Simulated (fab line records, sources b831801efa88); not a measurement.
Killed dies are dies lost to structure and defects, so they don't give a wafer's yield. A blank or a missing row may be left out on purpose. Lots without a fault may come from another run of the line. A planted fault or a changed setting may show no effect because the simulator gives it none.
Chamber matching | flow sky130 | SKY_FIELD_ISO_ETCH_17 on rie_si-01: 4 sister chambers
The step etches Si in HBr/Cl2/O2, target depth 342 nm, time 97.7 s. 27 wafers are shown with their chamber, then 12 later ones without.

WAFERS WITH THEIR CHAMBER
wafer  | chamber | he_backside_leak_sccm (sccm) | oes_product_au (a.u.) | throttle_valve_pct (%)
L074.1 | 0       | 3.1                          | 0.986                 | 25.682
L074.2 | 3       | 2.5                          | 0.998                 | 25.659
L074.5 | 1       | 2.8                          | 1.003                 | 25.639
L075.1 | 1       | 2.5                          | 1.010                 | 25.645
L075.4 | 0       | 3.2                          | 0.993                 | 25.668
L075.5 | 0       | 3.1                          | 0.986                 | 25.677
L076.1 | 0       | 3.0                          | 0.992                 | 25.659
L076.3 | 3       | 2.5                          | 1.005                 | 25.662
L076.5 | 2       | 3.0                          | 0.991                 | 25.662
L078.3 | 3       | 2.5                          | 1.001                 | 25.670
L078.4 | 1       | 2.5                          | 1.009                 | 25.653
L078.6 | 1       | 2.4                          | 1.002                 | 25.645
L079.2 | 2       | 2.8                          | 0.989                 | 25.660
L079.4 | 1       | 2.3                          | 1.004                 | 25.639
L079.5 | 0       | 3.1                          | 0.988                 | 25.653
L083.1 | 3       | 2.4                          | 1.001                 | 25.662
L083.5 | 0       | 3.0                          | 0.990                 | 25.656
L083.6 | 3       | 2.4                          | 0.997                 | 25.656
L086.1 | 2       | 3.0                          | 0.994                 | 25.657
L086.2 | 1       | 2.7                          | 1.005                 | 25.656
L086.6 | 1       | 2.7                          | 0.998                 | 25.651
L087.1 | 2       | 3.1                          | 0.981                 | 25.676
L087.2 | 3       | 2.4                          | 0.997                 | 25.661
L087.4 | 1       | 2.5                          | 1.004                 | 25.662
L092.2 | 3       | 2.4                          | 0.991                 | 25.665
L092.5 | 0       | 3.1                          | 0.987                 | 25.659
L092.6 | 1       | 2.6                          | 1.005                 | 25.648

SIGNATURES (means of the wafers above)
reading               | chamber 0 | chamber 1 | chamber 2 | chamber 3 | scatter within a chamber
he_backside_leak_sccm | 3.086     | 2.556     | 2.975     | 2.443     | 0.113
oes_product_au        | 0.98886   | 1.00444   | 0.98875   | 0.99857   | 0.00395
throttle_valve_pct    | 25.66486  | 25.64867  | 25.66375  | 25.66214  | 0.00818
Rule: a wafer's distance from a chamber is the root of the sum, over the readings, of the square of ((its reading less the chamber's mean) divided by the reading's scatter). The wafer belongs to the nearest chamber; if the next one is less than 2 further off, it can't be placed. The scatter: the root of (the sum of the squares of (reading less its chamber's mean) over the shown wafers, divided by (wafers less chambers)).

WAFERS WITHOUT THEIR CHAMBER
wafer  | he_backside_leak_sccm (sccm) | oes_product_au (a.u.) | throttle_valve_pct (%)
L093.2 | 2.9                          | 0.987                 | 25.674
L093.3 | 2.6                          | 1.001                 | 25.666
L093.5 | 2.4                          | 1.000                 | 25.658
L094.2 | 2.4                          | 0.996                 | 25.658
L094.3 | 2.9                          | 0.990                 | 25.684
L094.5 | 2.5                          | 0.997                 | 25.669
L096.1 | 2.9                          | 0.991                 | 25.662
L096.3 | 2.4                          | 1.006                 | 25.659
L096.6 | 2.5                          | 1.000                 | 25.649
L097.1 | 2.6                          | 0.982                 | 25.669
L097.2 | 3.3                          | 0.990                 | 25.672
L097.4 | 2.8                          | 1.002                 | 25.656

WHICH CHAMBER EACH WENT THROUGH
wafer  | from the rows above               | in truth
L093.2 | can't be placed: 2 or 0           | 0
L093.3 | can't be placed: 3 or 1           | 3
L093.5 | can't be placed: 3 or 1           | 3
L094.2 | can't be placed: 3 or 1           | 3
L094.3 | can't be placed: 2 or 0           | 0
L094.5 | 3                                 | 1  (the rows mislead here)
L096.1 | can't be placed: 2 or 0           | 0
L096.3 | can't be placed: 1 or 3           | 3
L096.6 | can't be placed: 1 or 3           | 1
L097.1 | can't be placed: 2 or 3 or 0      | 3
L097.2 | can't be placed: 0 or 2           | 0
L097.4 | can't be placed: 1 or 3 or 2 or 0 | 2
Placed correctly: 0 of 12. Can't be placed from these rows: 11 (the true chamber is among the candidates in 11). Placed wrongly: 1.
